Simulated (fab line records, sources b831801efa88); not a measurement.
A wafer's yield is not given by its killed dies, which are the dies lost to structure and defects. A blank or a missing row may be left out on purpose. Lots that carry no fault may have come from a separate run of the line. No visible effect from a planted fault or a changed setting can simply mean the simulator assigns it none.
The tool behind it: which one? | flow gf180mcu | 7 lots with 21 wafers sampled at 2 steps, on a route of 602 steps

== WHAT THE GAUGES SHOWED, per wafer ==
GF_POLY_GATE_OVL_MEAS_11.
lot  | measured     | on         | POLY_GATE_OVL (nm)
L181 | day 10 06:09 | overlay-02 | -3 -4 -5
L185 | day 12 04:16 | overlay-02 | - - -
L187 | day 12 10:30 | overlay-02 | -6 -6 -2
L194 | day 14 09:16 | overlay-02 | -3 -4 -8
L196 | day 15 05:13 | overlay-02 | 0 6 4
L198 | day 15 12:37 | overlay-02 | 2 4 3
L200 | day 16 00:43 | overlay-01 | 4 0 0

== TOOL THAT RAN EACH LOT (tool first, then ch and the chambers of the sampled wafers, then the start) ==
lot  | GF_POLY_GATE_DEVELOP_09
L181 | litho_track-04 ch 0, day 10 05:53
L185 | litho_track-03, day 12 04:01
L187 | litho_track-04 ch 0, day 12 10:14
L194 | litho_track-04 ch 0, day 14 09:02
L196 | litho_track-04 ch 0, day 15 04:59
L198 | litho_track-02 ch 0, day 15 12:20
L200 | litho_track-03 ch 0, day 16 00:29
- GF_POLY_GATE_DEVELOP_09: develop time 60 s.

== THE ANSWER, worked out from the rows above alone ==
Rule: the usual values come from the lots themselves. Put in order of their means at a reading, lots are off if they are a third of the lots or fewer, leave a main group of 4 or more, and stand apart from it by a gap of 3 or more times the standard deviation of the main group's means; of several such gaps the widest counts. A main group whose means are all the same, to the digits that the tables above print for the reading, isn't used. A lot without any number at a reading at which 4 lots or more have one is off too. Where the step has rows for the other lots, those lots are counted as sound.
Off: L185, seen at GF_POLY_GATE_OVL_MEAS_11 (POLY_GATE_OVL). Without a number there: L185. The main group has a mean of -1 nm with a standard deviation of 3.6.
If a tool, at a process step before that reading, ran all the lots that are off and no sound lot after the first of them, it fits. Gauges at GF_POLY_GATE_OVL_MEAS_11: tried the same way as those tools. Of those tried, none fits.

== WHAT HAD BEEN PUT IN BY THE SIMULATOR ==
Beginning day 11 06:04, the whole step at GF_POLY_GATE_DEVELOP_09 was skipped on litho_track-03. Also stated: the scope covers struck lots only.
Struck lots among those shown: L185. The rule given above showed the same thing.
